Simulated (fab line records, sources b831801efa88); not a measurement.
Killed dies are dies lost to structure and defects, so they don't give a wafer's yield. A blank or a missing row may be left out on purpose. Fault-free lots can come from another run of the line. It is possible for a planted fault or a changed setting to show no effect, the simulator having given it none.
fab line records	flow sky130
record lots=24	wafers=72	last_day=50
route steps=708 shown METAL2@486 VIA2@529 CAPM@538 METAL3@567 VIA3@574
lots that met no fault: taken from a fault-free run of the same line
start_h: hours from the record's first day to the start of the lot's first wafer shown	wait_h: hours since the lot's step before	" unchanged from the row above	L1.1+2: several wafers, shown together as one row	- value missing, or start not given	* or withheld: withheld	< > ~ a bound
route shown NAME@n: NAME is a module with steps in the file, n the number in the route of the first one	usual: mean/standard deviation of fault-free wafers	same: alike in all rows	chamber/n: place in a boat	sites: each site's reading	_std_site: how widely they spread, as a standard deviation	_edge_site: the outer-site mean with the inner-site mean subtracted	radius_mm: for every site, how far away it sits from the centre of the wafer	mask NAME#n: copy n	behind: the last tool/chamber to shape the wafer	hold: cause of the lot's hold/its duration in hours/its outcome	device: whichever transistor did not switch (one of n, p or np)	end of line: tests run on the same wafers once the route is complete	where a step has no rows: the recipe by itself	killed: dies lost to structure and defects at the first sort, not the wafer's yield	map: shows each die of a wafer: x if killed, . if not, _ if none is there
set.NAME: the run value of the setting; set.NAME@STEP: its run value at that earlier step	model.NAME: the simulator's own value behind a step, which no gauge read
steps of the route over a sample of lots; a table a step, a row a wafer
services: a tool's chamber out of use, with start hour (start_h, from the record's first day; less than 0 if before it), hours out, and reason
## steps
# step SKY_METAL2_SPUTTER_03
# recipe material=Ti	target_thk_nm=5	power_w=3000	time_s=3.3	chamber_pressure_pa=0.4
# usual chamber_pressure_pa=0.4000/0.00085	throttle_valve_pct=29.7/1
lot.wafer	tool	chamber	start_h	wait_h	chamber_pressure_pa	throttle_valve_pct
L074.2	pvd_sputter-01	-	797.80	0.0	0.3978	29.0
L074.3	"	-	"	"	0.3979	28.8
L074.6	"	-	"	"	0.3988	28.8
L075.1	pvd_sputter-03	-	802.59	0.0	0.3998	30.6
L075.4	"	-	"	"	0.3995	29.8
L075.6	"	-	"	"	0.4005	29.1
L076.4	pvd_sputter-01	-	810.95	0.0	0.4005	29.0
L076.5	"	-	"	"	0.4012	29.9
L076.6	"	-	"	"	0.3997	28.5
L077.1	pvd_sputter-04	-	816.41	0.0	0.4007	32.0
L077.5	"	-	"	"	0.3994	28.7
L077.6	"	-	"	"	0.3997	32.2
L078.1	pvd_sputter-03	-	829.21	0.0	0.4003	30.0
L078.4	"	-	"	"	0.3999	30.3
L078.6	"	-	"	"	0.4004	28.9
L080.2	pvd_sputter-01	-	842.74	0.0	0.3993	29.8
L080.3	"	-	"	"	0.4004	28.9
L080.6	"	-	"	"	0.3986	29.7
L079.1	pvd_sputter-01	-	846.84	0.0	0.4002	28.8
L079.2	"	-	"	"	0.4004	30.4
L079.4	"	-	"	"	0.4006	28.6
L081.1	pvd_sputter-01	-	856.60	0.0	0.3997	29.1
L081.2	"	-	"	"	0.3986	29.5
L081.3	"	-	"	"	0.3987	28.8
L082.2	pvd_sputter-03	-	866.55	0.0	0.4003	28.7
L082.3	"	-	"	"	0.4003	30.2
L082.5	"	-	"	"	0.4002	28.7
L083.1	pvd_sputter-01	-	875.78	0.0	0.4017	30.3
L083.3	"	-	"	"	0.3994	29.7
L083.5	"	-	"	"	0.3999	30.6
L085.3	pvd_sputter-04	-	879.21	0.0	0.4007	30.0
L085.4	"	-	"	"	0.3992	28.3
L085.6	"	-	"	"	0.4009	32.2
L084.1	pvd_sputter-03	-	879.84	0.0	0.4002	29.0
L084.3	"	-	"	"	0.4005	30.4
L084.6	"	-	"	"	0.4003	28.9
L086.1	pvd_sputter-01	-	895.54	0.0	0.4014	28.9
L086.4	"	-	"	"	0.4011	29.7
L086.6	"	-	"	"	0.3995	30.4
L087.3	pvd_sputter-04	-	903.81	0.0	0.3983	31.9
L087.5	"	-	"	"	0.3988	31.8
L087.6	"	-	"	"	0.4006	29.9
L088.1	pvd_sputter-01	-	905.26	0.0	0.3984	30.3
L088.5	"	-	"	"	0.3989	28.8
L088.6	"	-	"	"	0.4016	29.1
L089.1	pvd_sputter-04	-	913.12	0.0	0.4004	28.5
L089.2	"	-	"	"	0.4002	32.2
L089.4	"	-	"	"	0.3995	32.1
L090.2	pvd_sputter-03	-	923.48	0.0	0.3992	28.4
L090.3	"	-	"	"	0.3995	30.3
L090.5	"	-	"	"	0.3997	28.7
L091.2	pvd_sputter-01	-	923.78	0.0	0.4014	29.6
L091.3	"	-	"	"	0.4001	29.0
L091.6	"	-	"	"	0.3994	29.2
L092.4	pvd_sputter-01	-	930.25	0.0	0.4014	28.9
L092.5	"	-	"	"	0.4001	28.7
L092.6	"	-	"	"	0.3995	28.5
L093.3	pvd_sputter-04	-	941.28	0.0	0.3989	30.4
L093.4	"	-	"	"	0.4015	28.5
L093.6	"	-	"	"	0.3997	32.1
L094.3	pvd_sputter-01	-	953.67	0.0	0.3994	28.9
L094.4	"	-	"	"	0.3996	30.5
L094.5	"	-	"	"	0.3987	30.5
L095.3	pvd_sputter-01	-	956.58	0.0	0.3998	30.5
L095.4	"	-	"	"	0.3990	29.2
L095.6	"	-	"	"	0.3995	29.6
L097.2	pvd_sputter-01	-	958.90	0.0	0.4008	29.6
L097.3	"	-	"	"	0.3995	29.1
L097.5	"	-	"	"	0.4017	29.5
L096.2	pvd_sputter-03	-	962.08	0.0	0.4003	30.6
L096.5	"	-	"	"	0.3999	30.1
L096.6	"	-	"	"	0.3989	28.5
# step SKY_VIA2_RS_MEAS_22
# recipe thk_meas_gauge=four-point-probe	reads=W_of_VIA2_CVD_21+TiN_of_VIA2_SPUTTER_20
# usual VIA2_W_RS=0.272/0.0035
lot.wafer	tool	chamber	start_h	wait_h	VIA2_W_RS[ohm/sq]
L074.2	film_metro-02	-	853.52	0.1	0.270
L074.3	"	-	"	"	0.274
L074.6	"	-	"	"	0.275
L075.1	film_metro-02	-	857.35	0.1	0.275
L075.4	"	-	"	"	0.272
L075.6	"	-	"	"	0.271
L076.4	film_metro-01	-	866.06	0.1	0.276
L076.5	"	-	"	"	0.268
L076.6	"	-	"	"	0.275
L077.1	film_metro-03	-	870.95	0.1	0.271
L077.5	"	-	"	"	0.275
L077.6	"	-	"	"	0.271
L078.1	film_metro-01	-	883.43	0.1	0.266
L078.4	"	-	"	"	0.266
L078.6	"	-	"	"	0.271
L080.2	film_metro-02	-	897.43	0.1	0.274
L080.3	"	-	"	"	0.268
L080.6	"	-	"	"	0.275
L079.1	film_metro-02	-	901.60	0.1	0.276
L079.2	"	-	"	"	0.277
L079.4	"	-	"	"	0.280
L081.1	film_metro-01	-	910.21	0.1	0.271
L081.2	"	-	"	"	0.267
L081.3	"	-	"	"	0.266
L082.2	film_metro-03	-	919.85	0.1	0.272
L082.3	"	-	"	"	0.272
L082.5	"	-	"	"	0.272
L083.1	film_metro-01	-	929.11	0.1	0.273
L083.3	"	-	"	"	0.274
L083.5	"	-	"	"	0.274
L085.3	film_metro-02	-	932.57	0.1	0.265
L085.4	"	-	"	"	0.272
L085.6	"	-	"	"	0.272
L084.1	film_metro-02	-	933.40	0.1	0.269
L084.3	"	-	"	"	0.271
L084.6	"	-	"	"	0.270
L086.1	film_metro-01	-	947.70	0.1	0.270
L086.4	"	-	"	"	0.269
L086.6	"	-	"	"	0.270
L087.3	film_metro-02	-	956.87	0.2	0.262
L087.5	"	-	"	"	0.264
L087.6	"	-	"	"	0.265
L088.1	film_metro-03	-	958.54	0.1	0.276
L088.5	"	-	"	"	0.276
L088.6	"	-	"	"	0.271
L089.1	film_metro-02	-	965.05	0.1	0.270
L089.2	"	-	"	"	0.275
L089.4	"	-	"	"	0.274
L090.2	film_metro-02	-	974.53	0.1	0.274
L090.3	"	-	"	"	0.275
L090.5	"	-	"	"	0.271
L091.2	film_metro-01	-	974.61	0.1	0.271
L091.3	"	-	"	"	0.271
L091.6	"	-	"	"	0.274
L092.4	film_metro-01	-	982.36	0.1	0.273
L092.5	"	-	"	"	0.278
L092.6	"	-	"	"	0.277
L093.3	film_metro-01	-	992.29	0.1	0.275
L093.4	"	-	"	"	0.272
L093.6	"	-	"	"	0.273
L094.3	film_metro-01	-	1003.28	0.1	0.279
L094.4	"	-	"	"	0.274
L094.5	"	-	"	"	0.271
L095.3	film_metro-03	-	1006.94	0.1	0.273
L095.4	"	-	"	"	0.268
L095.6	"	-	"	"	0.273
L097.2	film_metro-01	-	1008.72	0.1	0.269
L097.3	"	-	"	"	0.270
L097.5	"	-	"	"	0.277
L096.2	film_metro-02	-	1010.97	0.1	0.276
L096.5	"	-	"	"	0.271
L096.6	"	-	"	"	0.274
# step SKY_CAPM_THK_MEAS_01
# recipe reads=SiO2_of_CAPM_CVD_00
# usual CAPM_CVD_00_THK=15.50/0.21
lot.wafer	tool	chamber	start_h	wait_h	CAPM_CVD_00_THK[nm]
L074.2	film_metro-04	-	854.42	-	15.37
L074.3	"	-	"	"	15.21
L074.6	"	-	"	"	15.76
L075.1	film_metro-03	-	858.01	-	15.30
L075.4	"	-	"	"	15.75
L075.6	"	-	"	"	15.56
L076.4	film_metro-03	-	866.69	-	15.27
L076.5	"	-	"	"	15.40
L076.6	"	-	"	"	15.36
L077.1	film_metro-01	-	871.61	-	15.21
L077.5	"	-	"	"	15.55
L077.6	"	-	"	"	15.32
L078.1	film_metro-01	-	884.09	-	15.54
L078.4	"	-	"	"	15.88
L078.6	"	-	"	"	15.62
L080.2	film_metro-01	-	898.08	-	15.64
L080.3	"	-	"	"	15.44
L080.6	"	-	"	"	15.76
L079.1	film_metro-04	-	902.27	-	15.42
L079.2	"	-	"	"	15.64
L079.4	"	-	"	"	15.62
L081.1	film_metro-01	-	910.88	-	15.57
L081.2	"	-	"	"	15.30
L081.3	"	-	"	"	15.38
L082.2	film_metro-03	-	920.65	-	15.60
L082.3	"	-	"	"	15.41
L082.5	"	-	"	"	15.51
L083.1	film_metro-01	-	929.76	-	15.29
L083.3	"	-	"	"	15.62
L083.5	"	-	"	"	15.72
L085.3	film_metro-04	-	933.47	-	15.76
L085.4	"	-	"	"	15.66
L085.6	"	-	"	"	15.69
L084.1	film_metro-04	-	934.06	-	15.23
L084.3	"	-	"	"	15.20
L084.6	"	-	"	"	15.54
L086.1	film_metro-04	-	948.36	-	15.39
L086.4	"	-	"	"	15.29
L086.6	"	-	"	"	15.65
L087.3	film_metro-01	-	957.66	-	15.72
L087.5	"	-	"	"	15.83
L087.6	"	-	"	"	15.83
L088.1	film_metro-04	-	959.20	-	15.33
L088.5	"	-	"	"	15.42
L088.6	"	-	"	"	15.42
L089.1	film_metro-01	-	965.71	-	15.49
L089.2	"	-	"	"	15.35
L089.4	"	-	"	"	15.62
L090.2	film_metro-01	-	975.18	-	15.28
L090.3	"	-	"	"	15.28
L090.5	"	-	"	"	15.52
L091.2	film_metro-04	-	975.25	-	15.54
L091.3	"	-	"	"	15.50
L091.6	"	-	"	"	15.82
L092.4	film_metro-01	-	982.98	-	15.59
L092.5	"	-	"	"	15.44
L092.6	"	-	"	"	15.36
L093.3	film_metro-01	-	992.92	-	15.15
L093.4	"	-	"	"	15.61
L093.6	"	-	"	"	15.77
L094.3	film_metro-04	-	1003.92	-	15.40
L094.4	"	-	"	"	15.42
L094.5	"	-	"	"	15.44
L095.3	film_metro-04	-	1007.58	-	15.53
L095.4	"	-	"	"	15.67
L095.6	"	-	"	"	15.59
L097.2	film_metro-04	-	1009.38	-	15.01
L097.3	"	-	"	"	15.30
L097.5	"	-	"	"	15.11
L096.2	film_metro-01	-	1011.63	-	15.77
L096.5	"	-	"	"	15.74
L096.6	"	-	"	"	15.54
# step SKY_CAPM_THK_MEAS_04
# recipe thk_meas_gauge=xrf	reads=TiN_of_CAPM_SPUTTER_02
# usual CAPM_TIN_THK=200.0/1.7
lot.wafer	tool	chamber	start_h	wait_h	CAPM_TIN_THK[nm]
L074.2	film_metro-04	-	854.71	0.1	202.1
L074.3	"	-	"	"	200.8
L074.6	"	-	"	"	201.7
L075.1	film_metro-04	-	858.29	0.1	199.5
L075.4	"	-	"	"	198.0
L075.6	"	-	"	"	200.4
L076.4	film_metro-04	-	866.98	0.1	199.8
L076.5	"	-	"	"	198.5
L076.6	"	-	"	"	199.2
L077.1	film_metro-03	-	871.90	0.1	200.4
L077.5	"	-	"	"	200.2
L077.6	"	-	"	"	200.2
L078.1	film_metro-04	-	884.38	0.1	201.2
L078.4	"	-	"	"	199.8
L078.6	"	-	"	"	202.1
L080.2	film_metro-04	-	898.37	0.1	198.8
L080.3	"	-	"	"	198.7
L080.6	"	-	"	"	198.5
L079.1	film_metro-03	-	902.56	0.1	198.3
L079.2	"	-	"	"	198.8
L079.4	"	-	"	"	198.5
L081.1	film_metro-01	-	911.17	0.1	201.6
L081.2	"	-	"	"	200.7
L081.3	"	-	"	"	199.8
L082.2	film_metro-04	-	920.94	0.1	200.2
L082.3	"	-	"	"	199.3
L082.5	"	-	"	"	200.6
L083.1	film_metro-03	-	930.05	0.1	201.9
L083.3	"	-	"	"	201.1
L083.5	"	-	"	"	200.3
L085.3	film_metro-03	-	933.76	0.1	198.3
L085.4	"	-	"	"	198.0
L085.6	"	-	"	"	198.2
L084.1	film_metro-01	-	934.35	0.1	200.2
L084.3	"	-	"	"	200.5
L084.6	"	-	"	"	199.8
L086.1	film_metro-01	-	948.65	0.1	200.2
L086.4	"	-	"	"	201.2
L086.6	"	-	"	"	199.3
L087.3	film_metro-01	-	957.95	0.1	200.4
L087.5	"	-	"	"	200.3
L087.6	"	-	"	"	198.4
L088.1	film_metro-01	-	959.49	0.1	201.3
L088.5	"	-	"	"	199.9
L088.6	"	-	"	"	201.4
L089.1	film_metro-04	-	966.00	0.1	197.2
L089.2	"	-	"	"	196.7
L089.4	"	-	"	"	198.4
L090.2	film_metro-01	-	975.46	0.1	199.0
L090.3	"	-	"	"	195.9
L090.5	"	-	"	"	196.7
L091.2	film_metro-04	-	975.54	0.1	197.4
L091.3	"	-	"	"	197.1
L091.6	"	-	"	"	197.5
L092.4	film_metro-03	-	983.27	0.1	202.0
L092.5	"	-	"	"	201.1
L092.6	"	-	"	"	203.5
L093.3	film_metro-03	-	993.21	0.1	203.2
L093.4	"	-	"	"	201.9
L093.6	"	-	"	"	203.9
L094.3	film_metro-01	-	1004.21	0.1	198.9
L094.4	"	-	"	"	202.5
L094.5	"	-	"	"	200.3
L095.3	film_metro-04	-	1007.87	0.1	200.1
L095.4	"	-	"	"	202.1
L095.6	"	-	"	"	201.6
L097.2	film_metro-01	-	1009.68	0.1	200.3
L097.3	"	-	"	"	199.2
L097.5	"	-	"	"	197.8
L096.2	film_metro-03	-	1011.93	0.1	198.9
L096.5	"	-	"	"	200.5
L096.6	"	-	"	"	200.9
# step SKY_METAL3_ETCH_17
# recipe target=SiO2	stop_on=TiN	chemistry=C4F8/O2/Ar	source_w=1500	bias_w=1200	pressure_mtorr=40	c4f8_flow_sccm=withheld	O2_flow_sccm=6	Ar_flow_sccm=300	time_s=3.9	target_depth_a=150
# usual oes_product_au=0.754/0.0069
lot.wafer	tool	chamber	start_h	wait_h	oes_product_au	rf_hours_counter_h
L074.2	rie_diel-02	3	907.29	0.1	0.760	18
L074.3	"	0	"	"	0.746	26
L074.6	"	3	"	"	0.768	-
L075.1	rie_diel-02	2	910.27	0.1	0.750	15
L075.4	"	1	"	"	0.753	9
L075.6	"	1	"	"	0.757	-
L076.4	rie_diel-04	1	918.85	0.1	0.748	10
L076.5	"	2	"	"	0.756	-
L076.6	"	1	"	"	0.751	-
L077.1	rie_diel-04	3	923.53	0.2	0.746	14
L077.5	"	1	"	"	0.754	-
L077.6	"	2	"	"	0.748	-
L078.1	rie_diel-04	1	935.27	0.2	0.756	10
L078.4	"	1	"	"	0.764	-
L078.6	"	3	"	"	0.756	-
L080.2	rie_diel-03	0	949.17	0.1	0.754	6
L080.3	"	2	"	"	0.752	7
L080.6	"	1	"	"	0.760	-
L079.1	rie_diel-03	3	953.30	0.1	0.758	14
L079.2	"	1	"	"	0.758	4
L079.4	"	0	"	"	0.757	6
L081.1	rie_diel-04	3	961.50	0.1	0.750	15
L081.2	"	0	"	"	0.753	12
L081.3	"	2	"	"	0.742	7
L082.2	rie_diel-02	0	970.54	0.1	0.763	28
L082.3	"	3	"	"	0.750	20
L082.5	"	0	"	"	0.754	-
L083.1	rie_diel-02	1	979.92	0.1	0.745	11
L083.3	"	0	"	"	0.766	28
L083.5	"	0	"	"	0.756	-
L085.3	rie_diel-04	1	982.77	0.0	0.765	11
L085.4	"	0	"	"	0.763	13
L085.6	"	0	"	"	0.756	-
L084.1	rie_diel-04	2	984.15	0.1	0.748	7
L084.3	"	1	"	"	0.747	11
L084.6	"	0	"	"	0.757	-
L086.1	rie_diel-02	1	997.75	0.1	0.755	12
L086.4	"	0	"	"	0.742	29
L086.6	"	2	"	"	0.746	-
L087.3	rie_diel-02	3	1005.60	0.0	0.750	21
L087.5	"	3	"	"	0.765	-
L087.6	"	2	"	"	0.754	-
L088.1	rie_diel-04	0	1007.27	0.1	0.748	13
L088.5	"	0	"	"	0.749	-
L088.6	"	1	"	"	0.742	-
L089.1	rie_diel-02	0	1014.52	0.2	0.755	30
L089.2	"	1	"	"	0.748	12
L089.4	"	3	"	"	0.759	21
L090.2	rie_diel-04	1	1022.15	0.1	0.750	12
L090.3	"	0	"	"	0.746	14
L090.5	"	0	"	"	0.751	-
L091.2	rie_diel-03	3	1022.82	0.1	0.751	16
L091.3	"	2	"	"	0.758	10
L091.6	"	0	"	"	0.759	-
L092.4	rie_diel-03	1	1029.87	0.0	0.749	6
L092.5	"	2	"	"	0.757	-
L092.6	"	3	"	"	0.760	-
L093.3	rie_diel-02	2	1039.19	0.0	0.744	20
L093.4	"	0	"	"	0.759	31
L093.6	"	1	"	"	0.753	-
L094.3	rie_diel-04	0	1050.57	0.0	0.749	15
L094.4	"	3	"	"	0.756	-
L094.5	"	1	"	"	0.759	-
L095.3	rie_diel-03	2	1053.17	0.0	0.750	11
L095.4	"	0	"	"	0.760	9
L095.6	"	3	"	"	0.753	-
L097.2	rie_diel-04	0	1055.80	0.1	0.745	15
L097.3	"	3	"	"	0.743	18
L097.5	"	0	"	"	0.743	-
L096.2	rie_diel-04	2	1057.42	0.1	0.761	9
L096.5	"	1	"	"	0.764	-
L096.6	"	2	"	"	0.755	-
# step SKY_VIA3_THK_MEAS_01
# recipe reads=SiO2_of_VIA3_HDPCVD_00
# usual VIA3_HDPCVD_THK=1638/14
lot.wafer	tool	chamber	start_h	wait_h	VIA3_HDPCVD_THK[nm]
L074.2	film_metro-03	-	908.26	0.1	1646
L074.3	"	-	"	"	1639
L074.6	"	-	"	"	1657
L075.1	film_metro-03	-	911.24	0.1	1635
L075.4	"	-	"	"	1655
L075.6	"	-	"	"	1645
L076.4	film_metro-02	-	919.84	0.0	1643
L076.5	"	-	"	"	1640
L076.6	"	-	"	"	1633
L077.1	film_metro-03	-	924.52	0.1	1634
L077.5	"	-	"	"	1618
L077.6	"	-	"	"	1649
L078.1	film_metro-03	-	936.23	0.1	1653
L078.4	"	-	"	"	1642
L078.6	"	-	"	"	1644
L080.2	film_metro-04	-	950.14	0.1	1627
L080.3	"	-	"	"	1641
L080.6	"	-	"	"	1633
L079.1	film_metro-04	-	954.27	0.1	1631
L079.2	"	-	"	"	1640
L079.4	"	-	"	"	1653
L081.1	film_metro-02	-	962.46	0.1	1638
L081.2	"	-	"	"	1633
L081.3	"	-	"	"	1627
L082.2	film_metro-03	-	971.55	0.1	1625
L082.3	"	-	"	"	1653
L082.5	"	-	"	"	1633
L083.1	film_metro-02	-	980.92	0.1	1651
L083.3	"	-	"	"	1645
L083.5	"	-	"	"	1625
L085.3	film_metro-02	-	983.82	0.1	1650
L085.4	"	-	"	"	1639
L085.6	"	-	"	"	1663
L084.1	film_metro-02	-	985.17	0.1	1641
L084.3	"	-	"	"	1643
L084.6	"	-	"	"	1661
L086.1	film_metro-02	-	998.75	0.1	1604
L086.4	"	-	"	"	1634
L086.6	"	-	"	"	1643
L087.3	film_metro-03	-	1006.66	0.1	1617
L087.5	"	-	"	"	1641
L087.6	"	-	"	"	1639
L088.1	film_metro-02	-	1008.31	0.2	1637
L088.5	"	-	"	"	1662
L088.6	"	-	"	"	1623
L089.1	film_metro-03	-	1015.48	0.1	1635
L089.2	"	-	"	"	1602
L089.4	"	-	"	"	1626
L090.2	film_metro-04	-	1023.11	0.1	1654
L090.3	"	-	"	"	1636
L090.5	"	-	"	"	1632
L091.2	film_metro-04	-	1023.79	0.1	1609
L091.3	"	-	"	"	1625
L091.6	"	-	"	"	1613
L092.4	film_metro-02	-	1030.88	0.0	1617
L092.5	"	-	"	"	1625
L092.6	"	-	"	"	1621
L093.3	film_metro-02	-	1040.17	0.1	1649
L093.4	"	-	"	"	1649
L093.6	"	-	"	"	1637
L094.3	film_metro-02	-	1051.95	0.1	1643
L094.4	"	-	"	"	1641
L094.5	"	-	"	"	1645
L095.3	film_metro-03	-	1054.74	0.2	1657
L095.4	"	-	"	"	1652
L095.6	"	-	"	"	1657
L097.2	film_metro-03	-	1056.76	0.1	1630
L097.3	"	-	"	"	1630
L097.5	"	-	"	"	1613
L096.2	film_metro-04	-	1058.46	0.1	1629
L096.5	"	-	"	"	1627
L096.6	"	-	"	"	1648
## services
tool	chamber	start_h	hours	kind
rie_diel-02	1	782.98	27.2	repair
rie_diel-02	3	801.54	3.1	repair
pvd_sputter-04	-	803.40	4.0	repair
rie_diel-04	1	807.44	2.5	repair
rie_diel-03	-	827.42	0.1	repair
rie_diel-03	2	841.86	17.4	repair
rie_diel-03	1	842.99	7.9	repair
pvd_sputter-01	-	850.76	3.4	repair
rie_diel-04	3	853.60	5.3	repair
pvd_sputter-03	-	853.92	0.7	repair
rie_diel-04	2	859.43	5.2	repair
rie_diel-04	1	862.74	3.2	repair
rie_diel-02	1	864.97	4.3	repair
pvd_sputter-03	-	905.86	16.3	repair
pvd_sputter-03	-	923.71	4.6	repair
rie_diel-04	0	929.67	6.4	repair
pvd_sputter-03	-	944.22	2.4	repair
rie_diel-04	1	958.76	5.8	repair
rie_diel-02	3	974.70	17.3	repair
rie_diel-02	2	981.15	3.7	repair
pvd_sputter-01	-	983.36	9.2	repair
pvd_sputter-03	-	1018.01	11.2	repair
rie_diel-04	1	1030.43	10.5	repair
rie_diel-04	2	1037.06	13.9	repair
## key
fault none
